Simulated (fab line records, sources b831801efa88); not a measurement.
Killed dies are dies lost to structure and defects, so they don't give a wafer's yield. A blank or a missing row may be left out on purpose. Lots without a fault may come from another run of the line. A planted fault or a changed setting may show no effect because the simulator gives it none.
fab line records | flow sky130
record lots=7 wafers=21 last_day=49
route steps=708 shown LI_CONTACT@370 PAD_OPEN@708
lots that met no fault: from a run of the same line without faults
start_h: hours from the record's first day to the start of the lot's first wafer shown | wait_h: hours since the lot's step before | " the same as in the row above | L1.1+2: a row that stands for several wafers | - no value, or no start given | * or withheld: withheld | < > ~ a bound
route shown NAME@n: a module of which the file shows steps, and the number in the route of the first | usual: mean/standard deviation of fault-free wafers | same: alike in all rows | chamber/n: place in a boat | sites: the reading at each site | _std_site: their standard deviation | _edge_site: outer sites' mean less inner sites' | radius_mm: how far each site lies from the wafer's centre | mask NAME#n: copy n | behind: the tool/chamber that last shaped the wafer | hold: why the lot was held/for how many hours/how that ended | device: the transistor (n, p or np) that didn't switch | end of line: the same wafers' tests at the end of the route | a step without rows: its recipe alone | killed: dies lost to structure and defects at the first sort, not the wafer's yield | map: a wafer's dies, x killed, . not, _ none there
set.NAME: the setting as run; set.NAME@STEP: as run at that earlier step | model.NAME: the simulator's own value behind a step, which no gauge read
lots at some steps of the route; a table a step, a row a wafer
services: from which hour (start_h, from the record's first day; less than 0 if before it) a tool's chamber was out of use, for how many hours, and why
## steps
# step SKY_LI_CONTACT_SOFTBAKE_08
# recipe temp_c=100 time_s=90 resist=KrF-thick
# step SKY_LI_CONTACT_EXPOSE_09
# recipe mask_id=LICM1 na=0.8 source_shape=annular sigma_inner=0.55 sigma_outer=0.85 target_cd_nm=170 dose_mj=38
# step SKY_LI_CONTACT_PEB_10
# recipe peb_temp_c=withheld peb_time_s=withheld resist=KrF-thick
# step SKY_LI_CONTACT_DEVELOP_11
# recipe develop_time_s=60 resist=KrF-thick dev_temp_c=21
# step SKY_LI_CONTACT_CD_MEAS_12
# recipe target_cd_nm=170
# usual cd_nm=170.0/1.9
# columns lot.wafer tool chamber start_h wait_h cd_nm
L912.1 cd_sem-02 - 683.72 - 168.9
L912.2 " - " " 169.8
L912.4 " - " " 169.3
L913.3 cd_sem-01 - 689.33 - 169.8
L913.5 " - " " 167.6
L913.6 " - " " 168.8
L918.1 cd_sem-01 - 731.55 - 171.8
L918.2 " - " " 171.5
L918.3 " - " " 170.8
L920.3 cd_sem-01 - 744.98 - 169.2
L920.5 " - " " 168.3
L920.6 " - " " 168.1
L919.2 cd_sem-02 - 747.26 - 168.1
L919.3 " - " " 168.0
L919.6 " - " " 168.3
L924.2 cd_sem-02 - 777.06 - 169.7
L924.3 " - " " 169.3
L924.6 " - " " 168.4
L932.1 cd_sem-02 - 837.10 - 169.8
L932.2 " - " " 168.7
L932.4 " - " " 168.9
# step SKY_LI_CONTACT_OVL_MEAS_13
# usual LI_CONTACT_OVL=0/6.4
# columns lot.wafer tool chamber start_h wait_h LI_CONTACT_OVL[nm]
L912.1 overlay-02 - 683.84 0.1 -11
L912.2 " - " " 5
L912.4 " - " " -3
L913.3 overlay-01 - 689.42 0.1 -11
L913.5 " - " " -6
L913.6 " - " " -2
L918.1 overlay-01 - 731.67 0.1 5
L918.2 " - " " -4
L918.3 " - " " 7
L920.3 overlay-02 - 745.07 0.1 9
L920.5 " - " " 6
L920.6 " - " " -4
L919.2 overlay-01 - 747.36 0.1 0
L919.3 " - " " -4
L919.6 " - " " -1
L924.2 overlay-01 - 777.16 0.1 12
L924.3 " - " " 0
L924.6 " - " " 8
L932.1 overlay-02 - 837.22 0.1 0
L932.2 " - " " -10
L932.4 " - " " -11
# step SKY_LI_CONTACT_ETCH_14
# recipe chemistry=N2/H2 target=BARC ion_energy_ev=200 source_w=500 bias_w=100 pressure_mtorr=30 n2_flow_sccm=100 h2_flow_sccm=200 stop_on=SiO2 time_s=45.9 target_depth_a=600
# usual drypump_motor_current_A=5.9/0.53 oes_product_au=0.855/0.0049 throttle_valve_pct=13.225/0.0089
# columns lot.wafer tool chamber start_h wait_h drypump_motor_current_A oes_product_au rf_hours_counter_h throttle_valve_pct
L912.1 rie_diel-03 0 683.88 0.0 5.3 0.865 6 13.222
L912.2 " 3 " " 5.1 0.853 1 13.218
L912.4 " 2 " " 6.0 0.852 36 13.229
L913.3 rie_diel-02 1 689.44 0.0 5.9 0.855 11 13.232
L913.5 " 1 " " 5.9 0.856 - 13.226
L913.6 " 3 " " 6.4 0.848 - 13.225
L918.1 rie_diel-02 0 731.71 0.0 6.1 0.859 35 13.224
L918.2 " 3 " " 6.4 0.856 21 13.220
L918.3 " 2 " " 6.7 0.854 14 13.213
L920.3 rie_diel-03 2 745.09 0.0 6.0 0.854 37 13.233
L920.5 " 0 " " 5.3 0.860 - 13.225
L920.6 " 2 " " 6.0 0.855 - 13.230
L919.2 rie_diel-03 0 747.39 0.0 5.3 0.852 7 13.224
L919.3 " 1 " " 5.6 0.859 12 13.231
L919.6 " 1 " " 5.6 0.862 - 13.223
L924.2 rie_diel-02 1 777.19 0.0 5.9 0.851 14 13.223
L924.3 " 3 " " 6.3 0.857 23 13.246
L924.6 " 3 " " 6.4 0.854 - 13.228
L932.1 rie_diel-03 3 837.26 0.0 5.1 0.860 4 13.233
L932.2 " 2 " " 6.1 0.856 0 13.214
L932.4 " 0 " " 5.3 0.851 9 13.224
# step SKY_LI_CONTACT_ETCH_15
# recipe target=PSG chemistry=C4F8/O2/Ar stop_on=Si taper_deg=4.15 mask_material=KrF-thick source_w=1500 bias_w=1200 pressure_mtorr=40 c4f8_flow_sccm=withheld O2_flow_sccm=6 Ar_flow_sccm=300 time_s=withheld target_depth_a=6000
# usual oes_product_au=0.837/0.0047
# columns lot.wafer tool chamber start_h wait_h oes_product_au
L912.1 rie_diel-03 0 683.92 0.0 0.832
L912.2 " 3 " " 0.846
L912.4 " 2 " " 0.838
L913.3 rie_diel-02 1 689.49 0.0 0.830
L913.5 " 1 " " 0.831
L913.6 " 3 " " 0.832
L918.1 rie_diel-02 0 731.75 0.0 0.833
L918.2 " 3 " " 0.844
L918.3 " 2 " " 0.837
L920.3 rie_diel-03 2 745.14 0.0 0.835
L920.5 " 0 " " 0.832
L920.6 " 2 " " 0.836
L919.2 rie_diel-03 0 747.44 0.0 0.836
L919.3 " 1 " " 0.839
L919.6 " 1 " " 0.838
L924.2 rie_diel-02 1 777.24 0.0 0.844
L924.3 " 3 " " 0.831
L924.6 " 3 " " 0.835
L932.1 rie_diel-03 3 837.30 0.0 0.835
L932.2 " 2 " " 0.843
L932.4 " 0 " " 0.838
# step SKY_LI_CONTACT_STRIP_16
# recipe chemistry=O2/N2 power_w=1400 pressure_mtorr=1500 platen_temp_c=withheld o2_flow_sccm=3000 n2_flow_sccm=300 overash_fraction=0.5
# usual drypump_motor_current_A=5.6/0.4 oes_product_au=0.375/0.0044 strip_time_to_endpoint_s=3.492/0.027
# columns lot.wafer tool chamber start_h wait_h drypump_motor_current_A oes_product_au rf_hours_counter_h strip_time_to_endpoint_s
L912.1 plasma_asher-03 1 684.00 - 4.9 0.367 25 3.454
L912.2 " 0 " " 6.3 0.371 25 3.428
L912.4 " 1 " " 4.9 0.377 - 3.511
L913.3 plasma_asher-04 1 689.60 - 5.8 0.376 - 3.471
L913.5 " 1 " " 5.8 0.372 - 3.467
L913.6 " 0 " " 5.6 0.368 - 3.419
L918.1 plasma_asher-04 0 731.84 - 5.6 0.380 58 3.494
L918.2 " 1 " " 5.8 0.377 58 3.443
L918.3 " 1 " " 5.8 0.382 - 3.516
L920.3 plasma_asher-03 0 745.25 - 6.3 0.374 - 3.530
L920.5 " 1 " " 4.9 0.380 - 3.479
L920.6 " 0 " " 6.3 0.372 - 3.524
L919.2 plasma_asher-04 0 747.52 - 5.6 0.374 60 3.490
L919.3 " 1 " " 5.8 0.368 - 3.524
L919.6 " 1 " " 5.8 0.372 - 3.510
L924.2 plasma_asher-04 1 777.32 - 5.8 0.382 63 3.482
L924.3 " 1 " " 5.8 0.369 - 3.428
L924.6 " 0 " " 5.6 0.374 - 3.450
L932.1 plasma_asher-04 0 837.39 - 5.6 0.374 69 3.482
L932.2 " 1 " " 5.8 0.380 69 3.479
L932.4 " 1 " " 5.8 0.373 - 3.483
# step SKY_LI_CONTACT_CLEAN_17
# recipe chemistry=NMP time_s=600 temp_c=60 dry=n2_spin
# step SKY_LI_CONTACT_PRE_CLEAN_18
# recipe gas=Ar time_s=5.6 bias_v=358
# step SKY_LI_CONTACT_SPUTTER_19
# recipe material=Ti target_thk_nm=20 chamber_pressure_pa=5 power_w=2500 substrate_temp_c=200 time_s=106.37
# usual throttle_valve_pct=29.9/0.86
# columns lot.wafer tool chamber start_h wait_h throttle_valve_pct
L912.1 pvd_sputter-02 - 684.30 0.0 29.5
L912.2 " - " " 31.2
L912.4 " - " " 29.6
L913.3 pvd_sputter-03 - 689.87 0.0 28.8
L913.5 " - " " 29.4
L913.6 " - " " 30.0
L918.1 pvd_sputter-02 - 732.37 0.0 29.4
L918.2 " - " " 29.6
L918.3 " - " " 31.5
L920.3 pvd_sputter-02 - 745.69 0.0 29.5
L920.5 " - " " 29.6
L920.6 " - " " 31.4
L919.2 pvd_sputter-02 - 747.82 0.0 30.1
L919.3 " - " " 31.1
L919.6 " - " " 29.7
L924.2 pvd_sputter-04 - 777.62 0.0 30.7
L924.3 " - " " 31.8
L924.6 " - " " 28.6
L932.1 pvd_sputter-04 - 837.68 0.0 31.3
L932.2 " - " " 30.8
L932.4 " - " " 28.4
# step SKY_LI_CONTACT_SPUTTER_20
# recipe material=TiN target_thk_nm=20 chamber_pressure_pa=5 power_w=4000 time_s=80
# usual throttle_valve_pct=29.9/0.87
# columns lot.wafer tool chamber start_h wait_h throttle_valve_pct model.TiN_of_LI_CONTACT_SPUTTER_20.thk_nm
L912.1 pvd_sputter-02 - 684.37 0.0 29.5 20.08
L912.2 " - " " 31.5 19.92
L912.4 " - " " 29.6 19.79
L913.3 pvd_sputter-03 - 689.94 0.0 28.6 19.39
L913.5 " - " " 29.6 19.42
L913.6 " - " " 29.5 19.68
L918.1 pvd_sputter-02 - 732.45 0.0 29.4 6.136
L918.2 " - " " 29.7 6.334
L918.3 " - " " 31.2 6.188
L920.3 pvd_sputter-02 - 745.77 0.0 29.5 6.539
L920.5 " - " " 29.5 6.723
L920.6 " - " " 31.5 6.581
L919.2 pvd_sputter-02 - 747.89 0.0 30.1 6.168
L919.3 " - " " 31.3 6.144
L919.6 " - " " 29.5 6.247
L924.2 pvd_sputter-04 - 777.69 0.0 30.7 19.87
L924.3 " - " " 31.6 20.05
L924.6 " - " " 28.6 20
L932.1 pvd_sputter-04 - 837.76 0.0 31.9 20.1
L932.2 " - " " 30.8 19.87
L932.4 " - " " 28.6 20.25
# step SKY_LI_CONTACT_CVD_21
# recipe material=W target_thk_nm=400 time_s=120.56 temp_c=400 pressure_torr=40
# usual heater_power_w=768/56
# columns lot.wafer tool chamber start_h wait_h heater_power_w
L912.1 cvd_w-02 0 684.43 0.0 850
L912.2 " 1 " " 809
L912.4 " 1 " " 806
L913.3 cvd_w-01 0 690.04 0.1 701
L913.5 " 1 " " 776
L913.6 " 0 " " 701
L918.1 cvd_w-01 0 732.51 0.0 720
L918.2 " 1 " " 778
L918.3 " 0 " " 698
L920.3 cvd_w-01 0 745.87 0.1 704
L920.5 " 1 " " 757
L920.6 " 0 " " 707
L919.2 cvd_w-01 0 747.95 0.0 703
L919.3 " 1 " " 774
L919.6 " 0 " " 709
L924.2 cvd_w-01 0 777.75 0.0 689
L924.3 " 1 " " 769
L924.6 " 1 " " 774
L932.1 cvd_w-01 0 837.82 0.0 688
L932.2 " 1 " " 773
L932.4 " 0 " " 708
# step SKY_PAD_OPEN_PROBE_99
# usual killed_at_M0_to_M3=43/6.8 killed_at_M4_up=3.2/1.8 killed_at_contacts=24/5.2 killed_at_front_end=15/4.2 killed_at_other=0.4/0.62 killed_dies=85/8.7 killed_open=46/6.7 killed_short=39/5.9
# same gross_dies=492 killed_at_back_side=0
# columns lot.wafer tool chamber start_h wait_h killed_at_M0_to_M3 killed_at_M4_up killed_at_contacts killed_at_front_end killed_at_other killed_dies killed_open killed_short model.etest.licon_ndiff.rc_ohm model.etest.nfet_g5v0d10v5.r_on_ohm_um model.etest.licon_pdiff.rc_ohm model.etest.nfet_01v8.r_on_ohm_um model.etest.sonos_uncharged.r_on_ohm_um model.etest.licon_poly.rc_ohm model.etest.pfet_01v8.r_on_ohm_um model.etest.pfet_g5v0d10v5.r_on_ohm_um
L912.1 prober-02 - 1078.96 0.1 58 4 20 7 0 89 52 37 185.1 1905 569.7 854.8 807.7 155.8 2900 4804
L912.2 prober-02 - 1079.01 0.1 38 0 30 12 0 80 37 43 180.2 1858 591.4 838.2 802.6 152.8 2843 4727
L912.4 prober-02 - 1079.11 0.2 30 1 25 17 0 73 38 35 184.1 1879 608.3 827.5 808.8 160.2 2842 4739
L913.3 prober-01 - 1082.37 0.2 41 1 31 15 0 88 50 38 173.2 1868 575.8 794.2 795.6 153.2 2825 4788
L913.5 prober-01 - 1082.47 0.2 46 3 17 21 0 87 48 39 182.3 1871 589.2 808.3 808.5 147.2 2917 4746
L913.6 prober-01 - 1082.52 0.2 33 2 20 10 0 65 34 30 181.4 1877 580.7 808.1 799.4 149.9 2866 4764
L918.1 prober-02 - 1115.97 0.1 34 7 22 15 0 78 42 36 368 2074 738.7 951.4 934.7 265.8 3014 4934
L918.2 prober-02 - 1116.02 0.1 47 4 21 16 1 89 49 40 356.7 2062 754.2 946.6 914.8 263.3 3009 4851
L918.3 prober-02 - 1116.07 0.2 45 2 24 15 0 86 47 39 363.3 2087 740.9 983.3 946.7 266.3 3097 4952
L920.3 prober-01 - 1124.96 0.2 33 2 24 10 0 69 35 34 351.5 2037 774.6 948 950.4 268.1 3031 4791
L920.5 prober-01 - 1125.06 0.2 34 5 23 16 0 78 46 32 356.4 2055 735.9 966.9 945.6 264.5 3062 4860
L920.6 prober-01 - 1125.11 0.2 45 5 28 4 0 82 53 29 360.5 2043 733.8 959.7 946.8 266.6 3023 4788
L919.2 prober-02 - 1125.40 0.1 55 2 27 6 0 90 50 40 377.5 2028 762.2 980.5 953.5 269.2 2970 4720
L919.3 prober-02 - 1125.45 0.2 38 5 29 7 1 80 38 42 371 2046 767.8 994.7 956.8 268.3 3007 4843
L919.6 prober-02 - 1125.60 0.2 38 4 15 15 0 72 41 31 351.7 2037 727.2 999.1 955.9 269 3011 4740
L924.2 prober-01 - 1147.37 0.1 46 6 21 13 0 86 45 41 182.4 1910 620.5 859 814.6 155.1 2906 4786
L924.3 prober-01 - 1147.42 0.2 33 4 20 18 0 75 32 43 173.6 1898 594.8 840.4 807.3 155 2865 4761
L924.6 prober-01 - 1147.57 0.2 41 4 27 14 0 86 37 49 185.7 1908 585.8 855.5 814.5 144.7 2907 4844
L932.1 prober-01 - 1187.36 0.1 35 3 21 17 0 76 44 32 186.6 1901 600.2 848.6 810.3 142.7 3018 4784
L932.2 prober-01 - 1187.41 0.1 46 4 23 9 0 82 45 37 180.4 1903 626.9 854.3 826.7 147.7 3035 4761
L932.4 prober-01 - 1187.51 0.2 56 3 23 14 0 96 46 49 185.9 1911 595 856.9 830.7 153.8 3036 4816
# killed by level:class
L912.1 VIA1:geometric_particle:open=13 CONTACT:geometric_particle:open=8 METAL2:geometric_particle:short=8 VIA3:geometric_particle:open=8 VIA1:geometric_particle:short=7 VIA2:geometric_particle:open=6 VIA3:geometric_particle:short=5 LI_CONTACT:geometric_particle:open=4
L912.2 CONTACT:geometric_particle:open=10 CONTACT:geometric_particle:short=9 VIA1:geometric_particle:open=9 VIA1:geometric_particle:short=7 METAL2:geometric_particle:short=5 LOCAL_INTERCONNECT:geometric_particle:short=4 POLY_GATE:geometric_particle:open=4 VIA2:geometric_particle:short=4
L912.4 CONTACT:geometric_particle:open=11 VIA1:geometric_particle:open=7 FIELD_ISO:geometric_particle:open=6 LI_CONTACT:geometric_particle:open=6 VIA1:geometric_particle:short=5 METAL1:geometric_particle:short=4 VIA3:geometric_particle:open=4 FIELD_ISO:geometric_particle:short=3
L913.3 CONTACT:geometric_particle:open=16 VIA1:geometric_particle:open=7 METAL1:geometric_particle:short=6 METAL2:geometric_particle:short=6 VIA3:geometric_particle:open=6 POLY_GATE:geometric_particle:short=5 POLY_GATE:geometric_particle:open=5 VIA2:geometric_particle:open=5
L913.5 VIA3:geometric_particle:open=11 VIA2:geometric_particle:open=9 CONTACT:geometric_particle:open=9 FIELD_ISO:geometric_particle:short=7 VIA1:geometric_particle:short=7 VIA1:geometric_particle:open=6 POLY_GATE:geometric_particle:short=5 METAL1:geometric_particle:short=4
L913.6 VIA1:geometric_particle:open=8 METAL1:geometric_particle:short=6 FIELD_ISO:geometric_particle:open=5 CONTACT:geometric_particle:open=5 VIA3:geometric_particle:open=5 LI_CONTACT:geometric_particle:open=4 LOCAL_INTERCONNECT:geometric_particle:short=4 METAL2:geometric_particle:short=4
L918.1 LI_CONTACT:geometric_particle:open=7 VIA1:geometric_particle:open=7 CONTACT:geometric_particle:open=6 FIELD_ISO:geometric_particle:open=5 METAL1:geometric_particle:short=5 METAL2:geometric_particle:short=5 METAL2:geometric_particle:open=5 METAL4:geometric_particle:short=5
L918.2 VIA1:geometric_particle:open=12 LI_CONTACT:geometric_particle:open=10 VIA1:geometric_particle:short=8 METAL2:geometric_particle:short=6 VIA3:geometric_particle:short=6 POLY_GATE:geometric_particle:short=5 CONTACT:geometric_particle:open=5 POLY_GATE:geometric_particle:open=4
L918.3 CONTACT:geometric_particle:open=11 METAL1:geometric_particle:short=11 LI_CONTACT:geometric_particle:open=9 VIA3:geometric_particle:open=7 FIELD_ISO:geometric_particle:short=6 VIA1:geometric_particle:open=6 VIA3:geometric_particle:short=5 VIA2:geometric_particle:short=4
L920.3 LOCAL_INTERCONNECT:geometric_particle:short=8 VIA1:geometric_particle:open=6 LI_CONTACT:geometric_particle:open=6 METAL1:geometric_particle:short=6 VIA3:geometric_particle:open=6 CONTACT:geometric_particle:open=5 METAL2:geometric_particle:short=4 FIELD_ISO:geometric_particle:short=3
L920.5 LI_CONTACT:geometric_particle:open=9 FIELD_ISO:geometric_particle:open=7 VIA1:geometric_particle:open=7 VIA2:geometric_particle:open=7 CONTACT:geometric_particle:open=4 METAL1:geometric_particle:short=4 VIA1:geometric_particle:short=4 CONTACT:geometric_particle:short=3
L920.6 VIA1:geometric_particle:open=17 CONTACT:geometric_particle:open=14 METAL1:geometric_particle:short=8 VIA2:geometric_particle:open=7 LI_CONTACT:geometric_particle:open=5 LOCAL_INTERCONNECT:geometric_particle:short=4 VIA1:geometric_particle:short=4 METAL4:geometric_particle:short=4
L919.2 VIA1:geometric_particle:open=11 VIA2:geometric_particle:open=9 METAL1:geometric_particle:short=8 LOCAL_INTERCONNECT:geometric_particle:short=7 METAL2:geometric_particle:short=6 LI_CONTACT:geometric_particle:open=6 CONTACT:geometric_particle:open=6 VIA2:geometric_particle:short=5
L919.3 LI_CONTACT:geometric_particle:open=8 CONTACT:geometric_particle:open=8 CONTACT:geometric_particle:short=7 METAL1:geometric_particle:short=7 VIA1:geometric_particle:open=7 VIA3:geometric_particle:open=7 VIA1:geometric_particle:short=5 LOCAL_INTERCONNECT:geometric_particle:short=4
L919.6 VIA2:geometric_particle:open=12 VIA1:geometric_particle:open=7 FIELD_ISO:geometric_particle:short=5 CONTACT:geometric_particle:short=5 METAL1:geometric_particle:short=5 VIA3:geometric_particle:open=4 POLY_GATE:geometric_particle:open=4 CONTACT:geometric_particle:open=4
L924.2 METAL1:geometric_particle:short=13 CONTACT:geometric_particle:open=7 LI_CONTACT:geometric_particle:open=6 METAL2:geometric_particle:short=6 POLY_GATE:geometric_particle:open=5 VIA1:geometric_particle:open=5 VIA2:geometric_particle:open=5 VIA3:geometric_particle:open=5
L924.3 CONTACT:geometric_particle:short=7 CONTACT:geometric_particle:open=6 METAL1:geometric_particle:short=5 VIA2:geometric_particle:open=5 FIELD_ISO:geometric_particle:open=4 LOCAL_INTERCONNECT:geometric_particle:short=4 METAL3:geometric_particle:short=4 METAL1:geometric_particle:open=4
L924.6 CONTACT:geometric_particle:open=11 METAL1:geometric_particle:short=11 FIELD_ISO:geometric_particle:short=6 CONTACT:geometric_particle:short=6 VIA1:geometric_particle:open=6 LI_CONTACT:geometric_particle:open=5 LOCAL_INTERCONNECT:geometric_particle:short=4 VIA2:geometric_particle:short=4
L932.1 LI_CONTACT:geometric_particle:open=7 VIA1:geometric_particle:open=7 CONTACT:geometric_particle:open=6 FIELD_ISO:geometric_particle:short=5 POLY_GATE:geometric_particle:open=4 METAL1:geometric_particle:short=4 METAL2:geometric_particle:short=4 VIA2:geometric_particle:short=4
L932.2 VIA3:geometric_particle:open=12 VIA1:geometric_particle:open=10 METAL2:geometric_particle:short=7 LOCAL_INTERCONNECT:geometric_particle:short=6 FIELD_ISO:geometric_particle:short=5 LI_CONTACT:geometric_particle:open=5 CONTACT:geometric_particle:open=5 VIA1:geometric_particle:short=5
L932.4 VIA1:geometric_particle:open=11 VIA1:geometric_particle:short=8 LI_CONTACT:geometric_particle:open=7 VIA3:geometric_particle:short=7 CONTACT:geometric_particle:open=6 VIA2:geometric_particle:open=6 METAL2:geometric_particle:short=6 VIA3:geometric_particle:open=6
## services
# columns tool chamber start_h hours kind
rie_diel-03 - 661.51 2.8 pm
rie_diel-03 - 670.20 2.0 repair
rie_diel-03 - 670.23 0.6 repair
rie_diel-02 - 670.35 0.5 repair
rie_diel-02 - 673.76 2.2 repair
rie_diel-02 0 688.76 24.9 repair
rie_diel-03 0 689.35 6.7 repair
rie_diel-03 3 694.04 31.4 repair
plasma_asher-04 - 703.84 1.4 repair
rie_diel-03 1 736.12 4.1 repair
rie_diel-03 3 737.14 10.1 repair
cvd_w-01 - 743.84 0.5 repair
pvd_sputter-04 - 744.67 6.1 repair
plasma_asher-03 - 747.25 0.9 repair
rie_diel-03 3 749.98 9.4 repair
cvd_w-02 - 775.80 2.8 pm
rie_diel-03 0 796.26 2.4 repair
rie_diel-03 2 796.66 3.0 repair
rie_diel-03 2 799.70 - clean
rie_diel-03 2 799.70 22.7 scheduled_down
rie_diel-03 2 799.70 22.7 vent_cycle
pvd_sputter-03 - 814.00 2.4 repair
pvd_sputter-02 - 817.22 33.4 repair
rie_diel-02 1 835.82 3.7 repair
## key
first_sign none at tools or gauges
model_effect step=SKY_LI_CONTACT_SPUTTER_20 value=TiN_of_LI_CONTACT_SPUTTER_20.thk_nm without=20.03 struck=6.34
model_effect step=SKY_PAD_OPEN_PROBE_99 value=etest.licon_ndiff.rc_ohm without=183.4 struck=361.8
met_at SKY_LI_CONTACT_SPUTTER_20
struck_wafers L918.1,L918.2,L918.3,L919.2,L919.3,L919.6,L920.3,L920.5,L920.6
tester_left_out L918,L919,L920
onset_between 684.37 732.45
also_fits SKY_LI_CONTACT_SPUTTER_19:pvd_sputter-02
fault kind=process_parameter_drift tool=pvd_sputter-02 chamber=- onset_h=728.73 steps=SKY_LI_CONTACT_SPUTTER_20 channel=target_thk_nm offset=-13.685 shape=step end_h=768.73 acts_in=these_recipes_only stated=20
# tester_left_out: of these lots the tester's yield and bins aren't shown, on N5 and GAA mostly nor the transistor test; their killed dies are dies lost to structure and defects alone, not to doping, threshold or leakage, so they don't give the yield
